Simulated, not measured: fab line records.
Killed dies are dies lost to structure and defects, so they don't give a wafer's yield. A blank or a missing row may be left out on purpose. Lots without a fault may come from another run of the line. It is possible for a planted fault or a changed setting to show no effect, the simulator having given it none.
Which of the tools did it? + flow gf180mcu + 21 wafers from 7 lots sampled at 2 of the route's 602 steps

## WHAT EACH GAUGE READ, for each wafer
GF_V4_BOW_MEAS_05.
| lot  | measured     | on            | V4_BOW (um) |
|------|--------------|---------------|-------------|
| L418 | day 24 05:14 | film_metro-02 | 117 114 114 |
| L421 | day 25 07:39 | film_metro-02 | 152 148 139 |
| L423 | day 25 21:02 | film_metro-04 | 130 132 126 |
| L427 | day 27 09:01 | film_metro-02 | 143 146 156 |
| L429 | day 27 18:58 | film_metro-04 | 128 143 117 |
| L435 | day 29 19:13 | film_metro-02 | 134 132 133 |
| L438 | day 30 09:02 | film_metro-04 | 135 137 135 |

## TOOL THAT RAN EACH LOT (tool first, then ch and the chambers of the sampled wafers, then the start)
| lot  | GF_STI_WET_ETCH_20             |
|------|--------------------------------|
| L418 | wet_bench-02 ch 2, day 2 13:35 |
| L421 | wet_bench-03 ch 0, day 3 04:44 |
| L423 | wet_bench-04 ch 3, day 3 14:18 |
| L427 | wet_bench-03 ch 1, day 4 11:02 |
| L429 | wet_bench-02 ch 3, day 4 20:32 |
| L435 | wet_bench-03 ch 1, day 6 04:02 |
| L438 | wet_bench-03 ch 3, day 6 20:27 |
- GF_STI_WET_ETCH_20: etches SiO2 in dHF, target depth 20 nm, time 400 s.

## THE ANSWER, worked out from the rows above alone
Rule: usual is defined by the lots themselves. The widest of any qualifying gaps counts: lots, ordered by their means at a reading, are off when they make up no more than a third of the lots, leave a main group of 4 or more, and stand apart from it by 3 or more times the standard deviation of that group's means. A main group is skipped when, at the precision printed for the reading in the tables above, its means are all equal. A lot without any number at a reading at which 4 lots or more have one is off too. Where the step has rows for the other lots, those lots are counted as sound.
None of the lots is off at any reading shown; this tells nothing.

## WHAT HAD BEEN PUT IN BY THE SIMULATOR
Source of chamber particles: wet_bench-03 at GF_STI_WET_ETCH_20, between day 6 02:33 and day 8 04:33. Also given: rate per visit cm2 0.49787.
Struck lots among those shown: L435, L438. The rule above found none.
